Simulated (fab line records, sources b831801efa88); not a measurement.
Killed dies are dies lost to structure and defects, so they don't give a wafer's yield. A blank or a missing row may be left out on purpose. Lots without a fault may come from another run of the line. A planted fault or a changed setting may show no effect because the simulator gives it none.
A struck lot beside a sound one | flow sky130 | 16 steps out of a route of 708
Sound: wafers L786.1, L786.3, L786.4. Struck: wafers L794.2, L794.3, L794.5. The cause comes at the end.
At each step with rows: each side's tool, then ch and its chambers, then its first start. Under that, the readings that differ: sound wafers | struck wafers | difference of the means | sigmas: that difference in standard deviations of wafers without a fault.
alike: readings whose means differ by less than 2 such deviations, and words and numbers that are the same on both sides. not compared: withheld readings, readings that some wafer has no value for, bounds like >300 that may hide the same value, and numbers for which the record gives no deviation and whose values overlap.
The two part at a step that has a row with sigmas, a row that says differs or no value, or rows on one side only. Numbers that don't overlap but have no deviation are shown without sigmas and don't part them. A reading that every wafer of one side lacks parts them only if that side has two wafers or more.

first, 5 steps without rows for these wafers: SKY_SONOS_TUNNEL_COAT_02 (resist thk 1140 nm); SKY_SONOS_TUNNEL_SOFTBAKE_03 (time 60 s); SKY_SONOS_TUNNEL_EXPOSE_04 (exposes mask TUNM, target cd 410 nm); SKY_SONOS_TUNNEL_PEB_05; SKY_SONOS_TUNNEL_DEVELOP_06 (develop time 60 s).
SKY_SONOS_TUNNEL_CD_MEAS_07: target cd 410 nm.
  sound on cd_sem-01, day 12 16:42; struck on cd_sem-01, day 15 09:55
  alike: cd_nm
SKY_SONOS_TUNNEL_OVL_MEAS_08:
  sound on overlay-02, day 12 16:49; struck on overlay-01, day 15 10:01
  alike: SONOS_TUNNEL_OVL
then, 3 steps without rows for these wafers: SKY_SONOS_TUNNEL_IMPLANT_09; SKY_SONOS_TUNNEL_WET_ETCH_10 (etches SiO2 in dHF, target depth 14 nm, time 280 s); SKY_SONOS_TUNNEL_STRIP_11 (strips in SPM, time 600 s).
SKY_SONOS_TUNNEL_TW_MEAS_12:
  sound on film_metro-01, day 12 17:22; struck on film_metro-04, day 15 10:28
  alike: SONOS_TUNNEL_TW
then, 1 step without rows for these wafers: SKY_SONOS_TUNNEL_CLEAN_13 (cleans in dHF, time 20 s).
SKY_SONOS_ONO_OXIDATION_00: stabilise 600 s, purge 300 s, target thk 2.6 nm.
  sound on furnace-01 ch 0, day 12 19:10; struck on furnace-01 ch 0, day 15 11:04
  reading                                          | sound                | struck               | difference | sigmas
  spike_tc_bottom_C (C)                            | 816.8 818.8 815.8    | 807.3 808.1 807.1    | -9.6       | -10
  spike_tc_centre_C (C)                            | 799.9 800.5 798.8    | 791.5 789.8 789.7    | -9.4       | -9
  spike_tc_lower_C (C)                             | 800.0 800.4 800.7    | 790.2 789.0 790.3    | -10.5      | -11
  spike_tc_top_C (C)                               | 814.9 814.6 813.8    | 804.8 805.2 805.0    | -9.4       | -9
  spike_tc_upper_C (C)                             | 798.9 797.4 796.0    | 787.9 788.3 788.8    | -9.1       | -5
  tube_center_temp_C (C)                           | 799.98 799.91 799.99 | 790.23 789.99 790.03 | -9.88      | -99 or more
  tube_center_temp_C_max                           | 801.9 802.0 802.1    | 792.1 791.9 791.9    | -10.0      | -29
  model.SiO2_of_SONOS_ONO_OXIDATION_00.thk_nm (nm) | 2.55 2.56 2.556      | 2.21 2.176 2.195     | -0.36      |
  alike: zone_power_centre_pct
SKY_SONOS_ONO_THK_MEAS_01:
  sound on film_metro-03, day 12 20:31; struck on film_metro-03, day 15 12:26
  reading                      | sound          | struck         | difference | sigmas
  SONOS_ONO_OXIDATION_THK (nm) | 2.50 2.59 2.57 | 2.22 2.16 2.15 | -0.38      | -6
then, 1 step without rows for these wafers: SKY_SONOS_ONO_CVD_02 (deposits Si3N4 from DCS/NH3, target thk 10.5 nm, time 180 s).
-- the record jumps here: 33 days lie between the struck wafers' starts before and after (it left off in module SONOS_ONO and takes up again in module PAD_OPEN, whose first step shown is number 708 of the route) --
SKY_PAD_OPEN_PROBE_99:
  sound on prober-02, day 46 20:17; struck on prober-02, day 48 16:11
  reading                               | sound                  | struck                  | difference | sigmas
  model.etest.cap_ono.gate_log10_a_cm2  | -7.94 -7.836 -7.869    | -7.66 -7.439 -7.557     | +0.33      |
  model.etest.cap_ono.tox_acc_nm (nm)   | 12.89 12.86 12.84      | 12.62 12.54 12.62       | -0.27      |
  model.etest.sonos_erased.vt_v (V)     | -2.316 -2.334 -2.373   | -2.515 -2.518 -2.492    | -0.167     |
  model.etest.sonos_baked.vt_less_v (V) | -0.5582 -0.497 -0.5544 | -0.6046 -0.6583 -0.6604 | -0.1046    |
  alike: killed_at_M0_to_M3, killed_at_M4_up, killed_at_contacts, killed_at_front_end, killed_at_other, killed_dies, killed_open, killed_short

WHERE THEY PART
First at SKY_SONOS_ONO_OXIDATION_00; last, within this record, at SKY_SONOS_ONO_THK_MEAS_01. Later steps at which nothing parts them and some readings are alike: SKY_PAD_OPEN_PROBE_99.

WHY: what the simulator had put in
Process parameter drift: furnace-01, from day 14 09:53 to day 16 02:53, at SKY_SONOS_ONO_OXIDATION_00. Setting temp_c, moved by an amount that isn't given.
